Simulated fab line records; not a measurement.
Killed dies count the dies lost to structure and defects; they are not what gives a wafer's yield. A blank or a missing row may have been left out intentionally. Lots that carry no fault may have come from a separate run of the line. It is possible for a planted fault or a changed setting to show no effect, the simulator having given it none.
fab line records | flow sky130
record lots=12 | wafers=36 | lastDay=50
route steps=708 shown LOCAL_INTERCONNECT@398 CONTACT@406 PAD_OPEN@708
lots untouched by any fault: they come from a run of this same line in which no faults occurred
startH: start of the lot's first displayed wafer, in hours after the record's first day | waitH: hours since the lot's step before | " repeats the value in the row above | L1.1+2: one row covering several wafers at once | - no value, or no start was given | * or withheld: withheld | < > ~ a bound
route shown NAME@n: a module of which the file shows steps, and the number in the route of the first | usual: mean/standard deviation taken from wafers without a fault | same: alike in all rows | chamber/n: place in a boat | sites: per-site readings | _std_site: their standard deviation | _edge_site: inner sites' mean taken away from outer sites' mean | radiusMm: for every site, how far away it sits from the centre of the wafer | mask NAME#n: copy n | behind: tool/chamber where the wafer was last shaped | hold: why the lot was held/for how many hours/how that ended | device: which transistor (n, p or np) failed to switch | end of line: tests of these same wafers at the route's end | where a step has no rows: the recipe by itself | killed: not the wafer's yield, but the dies lost to structure and defects at the first sort | map: shows each die of a wafer: x if killed, . if not, _ if none is there
set.NAME: the setting that was run; set.NAME@STEP: the one run at that earlier step | model.NAME: the simulator's own value behind a step, which no gauge read
route steps across a sampled set of lots; one table per step, one row per wafer
services: a tool's chamber out of use, with start hour (startH, from the record's first day; less than 0 if before it), hours out, and reason
## steps
# step SKY_LOCAL_INTERCONNECT_CD_MEAS_11
# recipe targetCdNm=170
# usual cdNm=169.9/1.3
lot.wafer | tool     | chamber | startH | waitH | cdNm
L778.4    | cdSem-02 | -       | 706.20 | -     | 168.6
L778.5    | "        | -       | "      | "     | 170.2
L778.6    | "        | -       | "      | "     | 171.0
L781.1    | cdSem-01 | -       | 731.90 | -     | 168.2
L781.3    | "        | -       | "      | "     | 169.8
L781.4    | "        | -       | "      | "     | 167.9
L780.1    | cdSem-01 | -       | 733.80 | -     | 170.8
L780.4    | "        | -       | "      | "     | 172.4
L780.6    | "        | -       | "      | "     | 171.6
L783.1    | cdSem-01 | -       | 752.05 | -     | 170.3
L783.2    | "        | -       | "      | "     | 168.9
L783.3    | "        | -       | "      | "     | 167.2
L784.1    | cdSem-01 | -       | 756.54 | -     | 169.9
L784.4    | "        | -       | "      | "     | 170.9
L784.6    | "        | -       | "      | "     | 170.7
L785.3    | cdSem-01 | -       | 762.94 | -     | 170.9
L785.4    | "        | -       | "      | "     | 170.8
L785.6    | "        | -       | "      | "     | 169.1
L786.3    | cdSem-01 | -       | 783.73 | -     | 172.6
L786.4    | "        | -       | "      | "     | 173.3
L786.6    | "        | -       | "      | "     | 171.8
L795.1    | cdSem-01 | -       | 837.88 | -     | 171.1
L795.2    | "        | -       | "      | "     | 170.7
L795.4    | "        | -       | "      | "     | 171.2
L796.1    | cdSem-02 | -       | 855.38 | -     | 170.8
L796.5    | "        | -       | "      | "     | 169.3
L796.6    | "        | -       | "      | "     | 168.9
L797.1    | cdSem-02 | -       | 859.33 | -     | 167.6
L797.3    | "        | -       | "      | "     | 169.7
L797.5    | "        | -       | "      | "     | 168.7
L799.1    | cdSem-02 | -       | 881.49 | -     | 169.7
L799.3    | "        | -       | "      | "     | 170.0
L799.6    | "        | -       | "      | "     | 170.4
L801.1    | cdSem-01 | -       | 896.74 | -     | 168.6
L801.2    | "        | -       | "      | "     | 169.5
L801.4    | "        | -       | "      | "     | 168.9
# step SKY_CONTACT_CVD_00
# recipe material=Si3N4 | targetThkNm=75 | tempC=400 | timeS=withheld | rfW=450
# usual heaterPowerW=713/110
lot.wafer | tool     | chamber | startH | waitH | heaterPowerW
L778.4    | pecvd-02 | 2       | 707.06 | 0.0   | 588
L778.5    | "        | 0       | "      | "     | 660
L778.6    | "        | 1       | "      | "     | 899
L781.1    | pecvd-03 | 0       | 732.80 | 0.0   | 766
L781.3    | "        | 2       | "      | "     | 651
L781.4    | "        | 1       | "      | "     | 697
L780.1    | pecvd-04 | 0       | 734.67 | 0.0   | 730
L780.4    | "        | 1       | "      | "     | 624
L780.6    | "        | 2       | "      | "     | 893
L783.1    | pecvd-04 | 1       | 752.92 | 0.0   | 595
L783.2    | "        | 0       | "      | "     | 808
L783.3    | "        | 2       | "      | "     | 799
L784.1    | pecvd-03 | 2       | 757.45 | 0.0   | 752
L784.4    | "        | 0       | "      | "     | 624
L784.6    | "        | 1       | "      | "     | 738
L785.3    | pecvd-03 | 2       | 763.78 | 0.0   | 786
L785.4    | "        | 0       | "      | "     | 626
L785.6    | "        | 2       | "      | "     | 761
L786.3    | pecvd-03 | 1       | 784.56 | 0.0   | 681
L786.4    | "        | 1       | "      | "     | 682
L786.6    | "        | 0       | "      | "     | 666
L795.1    | pecvd-03 | 0       | 838.74 | 0.0   | 597
L795.2    | "        | 2       | "      | "     | 711
L795.4    | "        | 2       | "      | "     | 745
L796.1    | pecvd-03 | 2       | 856.27 | 0.0   | 746
L796.5    | "        | 2       | "      | "     | 761
L796.6    | "        | 0       | "      | "     | 715
L797.1    | pecvd-04 | 1       | 860.19 | 0.0   | 626
L797.3    | "        | 0       | "      | "     | 785
L797.5    | "        | 0       | "      | "     | 762
L799.1    | pecvd-02 | 1       | 882.35 | 0.0   | 868
L799.3    | "        | 2       | "      | "     | 624
L799.6    | "        | 0       | "      | "     | 504
L801.1    | pecvd-04 | 2       | 897.75 | 0.0   | 805
L801.2    | "        | 1       | "      | "     | 602
L801.4    | "        | 0       | "      | "     | 799
# step SKY_CONTACT_THK_MEAS_01
# recipe reads=Si3N4_of_CONTACT_CVD_00
# usual CONTACT_CVD_00_THK=75.2/1
lot.wafer | tool         | chamber | startH | waitH | CONTACT_CVD_00_THK[nm]
L778.4    | filmMetro-01 | -       | 707.11 | -     | 76.9
L778.5    | "            | -       | "      | "     | 76.0
L778.6    | "            | -       | "      | "     | 76.0
L781.1    | filmMetro-03 | -       | 732.83 | -     | 75.1
L781.3    | "            | -       | "      | "     | 75.9
L781.4    | "            | -       | "      | "     | 76.9
L780.1    | filmMetro-01 | -       | 734.70 | -     | 75.8
L780.4    | "            | -       | "      | "     | 76.3
L780.6    | "            | -       | "      | "     | 77.3
L783.1    | filmMetro-01 | -       | 752.95 | -     | 73.8
L783.2    | "            | -       | "      | "     | 74.1
L783.3    | "            | -       | "      | "     | 75.3
L784.1    | filmMetro-01 | -       | 757.48 | -     | 74.7
L784.4    | "            | -       | "      | "     | 76.3
L784.6    | "            | -       | "      | "     | 76.1
L785.3    | filmMetro-04 | -       | 763.84 | -     | 76.9
L785.4    | "            | -       | "      | "     | 76.9
L785.6    | "            | -       | "      | "     | 77.3
L786.3    | filmMetro-03 | -       | 784.61 | -     | 74.5
L786.4    | "            | -       | "      | "     | 74.8
L786.6    | "            | -       | "      | "     | 75.4
L795.1    | filmMetro-03 | -       | 838.83 | -     | 88.8
L795.2    | "            | -       | "      | "     | 74.0
L795.4    | "            | -       | "      | "     | 74.7
L796.1    | filmMetro-01 | -       | 856.31 | -     | 75.1
L796.5    | "            | -       | "      | "     | 76.3
L796.6    | "            | -       | "      | "     | 91.2
L797.1    | filmMetro-03 | -       | 860.23 | -     | 74.6
L797.3    | "            | -       | "      | "     | 74.4
L797.5    | "            | -       | "      | "     | 75.4
L799.1    | filmMetro-04 | -       | 882.39 | -     | 74.6
L799.3    | "            | -       | "      | "     | 75.2
L799.6    | "            | -       | "      | "     | 75.9
L801.1    | filmMetro-03 | -       | 897.79 | -     | 75.2
L801.2    | "            | -       | "      | "     | 75.2
L801.4    | "            | -       | "      | "     | 75.4
# step SKY_CONTACT_CD_MEAS_14
# recipe targetCdNm=170
# usual cdNm=170.5/1.4
lot.wafer | tool     | chamber | startH | waitH | cdNm
L778.4    | cdSem-01 | -       | 735.34 | -     | 173.0
L778.5    | "        | -       | "      | "     | 172.7
L778.6    | "        | -       | "      | "     | 173.8
L781.1    | cdSem-01 | -       | 761.83 | -     | 172.4
L781.3    | "        | -       | "      | "     | 173.2
L781.4    | "        | -       | "      | "     | 170.7
L780.1    | cdSem-02 | -       | 762.78 | -     | 172.0
L780.4    | "        | -       | "      | "     | 171.3
L780.6    | "        | -       | "      | "     | 172.1
L783.1    | cdSem-01 | -       | 781.58 | -     | 169.9
L783.2    | "        | -       | "      | "     | 169.7
L783.3    | "        | -       | "      | "     | 169.1
L784.1    | cdSem-02 | -       | 784.75 | -     | 172.4
L784.4    | "        | -       | "      | "     | 171.6
L784.6    | "        | -       | "      | "     | 171.6
L785.3    | cdSem-01 | -       | 791.92 | -     | 170.8
L785.4    | "        | -       | "      | "     | 170.5
L785.6    | "        | -       | "      | "     | 170.9
L786.3    | cdSem-02 | -       | 811.52 | -     | 169.6
L786.4    | "        | -       | "      | "     | 170.0
L786.6    | "        | -       | "      | "     | 169.6
L795.1    | cdSem-01 | -       | 865.70 | -     | 168.7
L795.2    | "        | -       | "      | "     | 170.4
L795.4    | "        | -       | "      | "     | 170.2
L796.1    | cdSem-02 | -       | 882.93 | -     | 170.6
L796.5    | "        | -       | "      | "     | 171.0
L796.6    | "        | -       | "      | "     | 172.5
L797.1    | cdSem-02 | -       | 887.08 | -     | 170.8
L797.3    | "        | -       | "      | "     | 171.7
L797.5    | "        | -       | "      | "     | 172.7
L799.1    | cdSem-02 | -       | 908.35 | -     | 170.2
L799.3    | "        | -       | "      | "     | 171.2
L799.6    | "        | -       | "      | "     | 170.5
L801.1    | cdSem-01 | -       | 924.15 | -     | 168.1
L801.2    | "        | -       | "      | "     | 169.0
L801.4    | "        | -       | "      | "     | 170.4
# step SKY_CONTACT_OVL_MEAS_15
# usual CONTACT_OVL=-4/5.2
lot.wafer | tool       | chamber | startH | waitH | CONTACT_OVL[nm]
L778.4    | overlay-01 | -       | 735.42 | 0.1   | -10
L778.5    | "          | -       | "      | "     | -5
L778.6    | "          | -       | "      | "     | -9
L781.1    | overlay-01 | -       | 761.95 | 0.1   | 2
L781.3    | "          | -       | "      | "     | -2
L781.4    | "          | -       | "      | "     | -6
L780.1    | overlay-02 | -       | 762.90 | 0.1   | -10
L780.4    | "          | -       | "      | "     | -7
L780.6    | "          | -       | "      | "     | -12
L783.1    | overlay-01 | -       | 781.70 | 0.1   | -4
L783.2    | "          | -       | "      | "     | -4
L783.3    | "          | -       | "      | "     | 6
L784.1    | overlay-02 | -       | 784.87 | 0.1   | -3
L784.4    | "          | -       | "      | "     | 1
L784.6    | "          | -       | "      | "     | 0
L785.3    | overlay-02 | -       | 792.01 | 0.1   | -1
L785.4    | "          | -       | "      | "     | -7
L785.6    | "          | -       | "      | "     | 0
L786.3    | overlay-01 | -       | 811.61 | 0.1   | -1
L786.4    | "          | -       | "      | "     | -3
L786.6    | "          | -       | "      | "     | -1
L795.1    | overlay-02 | -       | 865.82 | 0.1   | -1
L795.2    | "          | -       | "      | "     | -3
L795.4    | "          | -       | "      | "     | -1
L796.1    | overlay-02 | -       | 883.05 | 0.1   | 5
L796.5    | "          | -       | "      | "     | 0
L796.6    | "          | -       | "      | "     | 0
L797.1    | overlay-01 | -       | 887.20 | 0.1   | -8
L797.3    | "          | -       | "      | "     | -10
L797.5    | "          | -       | "      | "     | -10
L799.1    | overlay-02 | -       | 908.47 | 0.1   | -1
L799.3    | "          | -       | "      | "     | -3
L799.6    | "          | -       | "      | "     | -5
L801.1    | overlay-02 | -       | 924.27 | 0.1   | 2
L801.2    | "          | -       | "      | "     | -1
L801.4    | "          | -       | "      | "     | -1
# step SKY_CONTACT_ETCH_18
# recipe target=Si3N4 | chemistry=CHF3/O2 | stopOn=TiN | sourceW=600 | biasW=200 | pressureMtorr=40 | chf3FlowSccm=50 | O2_flow_sccm=5 | timeS=39 | targetDepthA=750
# usual chf3FlowSccm=49.99/0.13 | drypumpMotorCurrentA=5.6/0.4 | oesProductAu=0.855/0.0078 | throttleValvePct=8.793/0.0096
lot.wafer | tool       | chamber | startH | waitH | chf3FlowSccm | drypumpMotorCurrentA | oesProductAu | rfHoursCounterH | throttleValvePct
L778.4    | rieDiel-04 | 2       | -      | -     | 49.91        | 5.8                  | 0.868        | 1               | 8.784
L778.5    | "          | 0       | "      | "     | 49.94        | 5.9                  | 0.859        | -               | 8.782
L778.6    | "          | 3       | "      | "     | 49.86        | 6.2                  | 0.854        | -               | 8.803
L781.1    | rieDiel-02 | 0       | -      | -     | 50.08        | 5.1                  | 0.850        | 1               | 8.800
L781.3    | "          | 2       | "      | "     | 49.92        | 5.2                  | 0.861        | 18              | 8.805
L781.4    | "          | 3       | "      | "     | 50.19        | 5.6                  | 0.862        | -               | 8.797
L780.1    | rieDiel-02 | 1       | -      | -     | 50.23        | 6.0                  | 0.857        | 2               | 8.802
L780.4    | "          | 0       | "      | "     | 49.90        | 5.1                  | 0.859        | 1               | 8.807
L780.6    | "          | 1       | "      | "     | 50.09        | 6.0                  | 0.876        | -               | 8.785
L783.1    | rieDiel-04 | 0       | -      | -     | 49.80        | 5.9                  | 0.847        | 13              | 8.778
L783.2    | "          | 3       | "      | "     | 49.86        | 6.2                  | 0.846        | 15              | 8.794
L783.3    | "          | 1       | "      | "     | 49.88        | 4.8                  | 0.851        | 13              | 8.780
L784.1    | rieDiel-04 | 1       | -      | -     | 49.82        | 4.8                  | 0.850        | 13              | 8.800
L784.4    | "          | 3       | "      | "     | 49.86        | 6.2                  | 0.872        | 15              | 8.786
L784.6    | "          | 2       | "      | "     | 50.14        | 5.8                  | 0.861        | -               | 8.795
L785.3    | rieDiel-02 | 0       | -      | -     | 49.97        | 5.1                  | 0.862        | 2               | 8.778
L785.4    | "          | 1       | "      | "     | 50.04        | 6.0                  | 0.864        | 3               | 8.814
L785.6    | "          | 2       | "      | "     | 50.01        | 5.2                  | 0.876        | -               | 8.794
L786.3    | rieDiel-02 | 1       | -      | -     | 50.07        | 6.0                  | 0.850        | 3               | 8.797
L786.4    | "          | 2       | "      | "     | 50.06        | 5.3                  | 0.857        | 20              | 8.797
L786.6    | "          | 1       | "      | "     | 49.98        | 6.0                  | 0.861        | -               | 8.773
L795.1    | rieDiel-01 | 3       | -      | -     | 49.88        | 5.9                  | 0.939        | 16              | 8.808
L795.2    | "          | 1       | "      | "     | 50.16        | 5.1                  | 0.849        | 2               | 8.811
L795.4    | "          | 2       | "      | "     | 49.89        | 5.7                  | 0.839        | 22              | 8.800
L796.1    | rieDiel-04 | 1       | -      | -     | 49.90        | 4.7                  | 0.862        | 15              | 8.776
L796.5    | "          | 3       | "      | "     | 50.03        | 6.2                  | 0.865        | -               | 8.788
L796.6    | "          | 2       | "      | "     | 50.11        | 5.8                  | 0.956        | -               | 8.825
L797.1    | rieDiel-02 | 3       | -      | -     | 50.00        | 5.5                  | 0.848        | 12              | 8.801
L797.3    | "          | 1       | "      | "     | 49.96        | 6.0                  | 0.838        | 6               | 8.783
L797.5    | "          | 3       | "      | "     | 50.19        | 5.5                  | 0.865        | -               | 8.807
L799.1    | rieDiel-01 | 3       | -      | -     | 50.15        | 5.9                  | 0.852        | 18              | 8.789
L799.3    | "          | 0       | "      | "     | 50.00        | 5.8                  | 0.853        | 9               | 8.803
L799.6    | "          | 1       | "      | "     | 49.95        | 5.1                  | 0.858        | -               | 8.783
L801.1    | rieDiel-02 | 3       | -      | -     | 49.92        | 5.5                  | 0.852        | 13              | 8.791
L801.2    | "          | 1       | "      | "     | 49.97        | 6.0                  | 0.853        | 7               | 8.783
L801.4    | "          | 0       | "      | "     | 49.99        | 5.1                  | 0.857        | 6               | 8.799
# step SKY_PAD_OPEN_PROBE_99
# usual killed_at_M0_to_M3=43/6.4 | killed_at_M4_up=3.1/2 | killedAtContacts=24/5.2 | killedAtFrontEnd=15/4.3 | killedAtOther=0.2/0.48 | killedDies=85/9.7 | killedOpen=47/6.9 | killedShort=38/6.7
# same grossDies=492 | killedAtBackSide=0
lot.wafer | tool      | chamber | startH  | waitH | killed_at_M0_to_M3 | killed_at_M4_up | killedAtContacts | killedAtFrontEnd | killedAtOther | killedDies | killedOpen | killedShort
L781.1    | prober-02 | -       | 1103.51 | 0.1   | 33                 | 1               | 22               | 15               | 0             | 71         | 45         | 26
L781.3    | prober-02 | -       | 1103.61 | 0.2   | 33                 | 1               | 13               | 16               | 0             | 63         | 31         | 32
L781.4    | prober-02 | -       | 1103.66 | 0.2   | 47                 | 3               | 37               | 15               | 1             | 103        | 52         | 51
L796.6    | prober-02 | -       | 1188.21 | 0.2   | 36                 | 4               | 31               | 13               | 0             | 84         | 52         | 28
# killed by level:class
L781.1 VIA1:geometricParticle:open=13 FIELD_ISO:geometricParticle:short=7 VIA2:geometricParticle:open=7 LI_CONTACT:geometricParticle:open=6 CONTACT:geometricParticle:open=6 CONTACT:geometricParticle:short=5 FIELD_ISO:geometricParticle:open=4 LOCAL_INTERCONNECT:geometricParticle:short=3
L781.3 VIA1:geometricParticle:open=7 VIA1:geometricParticle:short=6 FIELD_ISO:geometricParticle:short=5 SPACER:geometricParticle:short=5 VIA2:geometricParticle:open=5 LI_CONTACT:geometricParticle:open=4 METAL1:geometricParticle:short=4 VIA3:geometricParticle:open=4
L781.4 CONTACT:geometricParticle:open=10 LI_CONTACT:geometricParticle:open=8 VIA2:geometricParticle:open=8 VIA1:geometricParticle:open=7 LI_CONTACT:geometricParticle:short=7 VIA3:geometricParticle:open=7 CONTACT:geometricParticle:short=6 VIA3:geometricParticle:short=6
L796.6 CONTACT:geometricParticle:open=11 VIA1:geometricParticle:open=10 LI_CONTACT:geometricParticle:open=7 VIA2:geometricParticle:open=7 VIA3:geometricParticle:short=5 POLY_GATE:geometricParticle:open=4 CONTACT:areaEtch=4 FIELD_ISO:geometricParticle:short=3
## services
tool       | chamber | startH | hours | kind
rieDiel-04 | 2       | 687.68 | 3.8   | repair
pecvd-02   | -       | 699.58 | 6.0   | pm
pecvd-03   | -       | 703.14 | 1.4   | repair
pecvd-02   | -       | 708.07 | 28.1  | pm
rieDiel-02 | -       | 710.49 | 0.4   | repair
rieDiel-01 | 2       | 713.40 | 5.1   | repair
rieDiel-02 | 0       | 728.19 | 11.0  | repair
rieDiel-02 | 1       | 755.70 | 6.8   | repair
rieDiel-01 | 2       | 760.30 | 4.1   | repair
pecvd-02   | 2       | 762.66 | 23.1  | repair
pecvd-04   | -       | 765.70 | 0.6   | repair
rieDiel-04 | 1       | 776.88 | 4.3   | repair
rieDiel-01 | 2       | 794.17 | 1.7   | repair
pecvd-04   | -       | 799.08 | 3.3   | repair
pecvd-03   | 0       | 803.27 | 8.1   | repair
pecvd-02   | -       | 838.06 | 0.8   | pm
rieDiel-04 | -       | 839.85 | 14.6  | pm
rieDiel-01 | 3       | 844.14 | 13.8  | repair
pecvd-03   | -       | 865.28 | 14.6  | pm
pecvd-04   | -       | 870.79 | 2.8   | pm
rieDiel-01 | 1       | 877.12 | 2.7   | repair
rieDiel-02 | 0       | 877.67 | 8.5   | repair
pecvd-04   | -       | 882.41 | 0.3   | repair
rieDiel-04 | 3       | 901.89 | 3.1   | repair
## key
firstSign step=SKY_CONTACT_THK_MEAS_01 | reading=CONTACT_CVD_00_THK | direction=up | sigmas=14 | usual=75.2 | struck=90.0
effect step=SKY_CONTACT_ETCH_18 | reading=oesProductAu | direction=up | sigmas=12 | usual=0.855 | struck=0.947
metAt SKY_CONTACT_CVD_00
struckLots L795,L796
struckWafers L795.1,L796.6
testerLeftOut L795,L796
notActingAt SKY_LOCAL_INTERCONNECT_CD_MEAS_11,SKY_CONTACT_CD_MEAS_14,SKY_CONTACT_OVL_MEAS_15
onsetBetween 784.56 838.74
fault kind=processParameterDrift | tool=pecvd-03 | chamber=0 | onsetH=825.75 | steps=SKY_CONTACT_CVD_00 | channel=targetThkNm | offset=15.888 | shape=step | endH=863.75 | actsIn=theseRecipesOnly | stated=75
# testerLeftOut: of these lots the tester's yield and bins aren't shown, on N5 and GAA mostly nor the transistor test; their killed dies are dies lost to structure and defects alone, not to doping, threshold or leakage, so they don't give the yield
